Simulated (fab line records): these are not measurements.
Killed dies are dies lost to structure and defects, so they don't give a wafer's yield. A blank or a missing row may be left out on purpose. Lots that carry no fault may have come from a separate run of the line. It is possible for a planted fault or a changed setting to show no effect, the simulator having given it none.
Matching of chambers -- flow sky130 -- 4 sister chambers for SKY_VIA1_ETCH_14 on rie-diel-02
The step etches BARC in N2/H2, stops on SiO2, time 45.9 s, target depth 60 nm. 8 wafers are shown with their chamber, then 8 later ones without.

EACH WAFER AND ITS CHAMBER
wafer,chamber,drypump-motor-current-A (A),throttle-valve-pct (%)
L078.6,3,5.8,13.217
L081.1,0,5.8,13.234
L081.3,2,5.4,13.223
L081.4,1,6.1,13.230
L083.2,1,6.1,13.220
L083.5,3,5.9,13.225
L083.6,0,5.8,13.234
L086.1,2,5.4,13.240

WAFERS WITH NO CHAMBER GIVEN
wafer,drypump-motor-current-A (A),throttle-valve-pct (%)
L086.3,5.8,13.212
L086.4,6.1,13.233
L089.2,6.1,13.226
L089.3,5.9,13.242
L089.4,5.8,13.218
L088.3,5.8,13.226
L088.4,5.5,13.211
L088.5,5.8,13.232

WHICH CHAMBER EACH WENT THROUGH
wafer,from the rows above,in truth
L086.3,can't be placed: 3 or 0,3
L086.4,1,1
L089.2,1,1
L089.3,can't be placed: 0 or 3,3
L089.4,can't be placed: 3 or 0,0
L088.3,can't be placed: 0 or 3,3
L088.4,2,2
L088.5,can't be placed: 0 or 3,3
Correctly placed: 3 of 8. Cannot be placed on the basis of these rows: 5; the candidates contain the true chamber in 5. 0 placed wrongly.
How it was worked out, from the rows above alone: a wafer's distance from a chamber is the root of the sum, over the readings, of the square of ((its reading less the chamber's mean) divided by the reading's scatter). If the next closest chamber is less than 2 further off than the closest, the wafer can't be placed; otherwise it belongs to the closest. A chamber's mean is the mean of its shown wafers. The scatter: take each reading less its chamber's mean, square it, sum over the shown wafers, divide by the number of wafers less the number of chambers, and take the root.
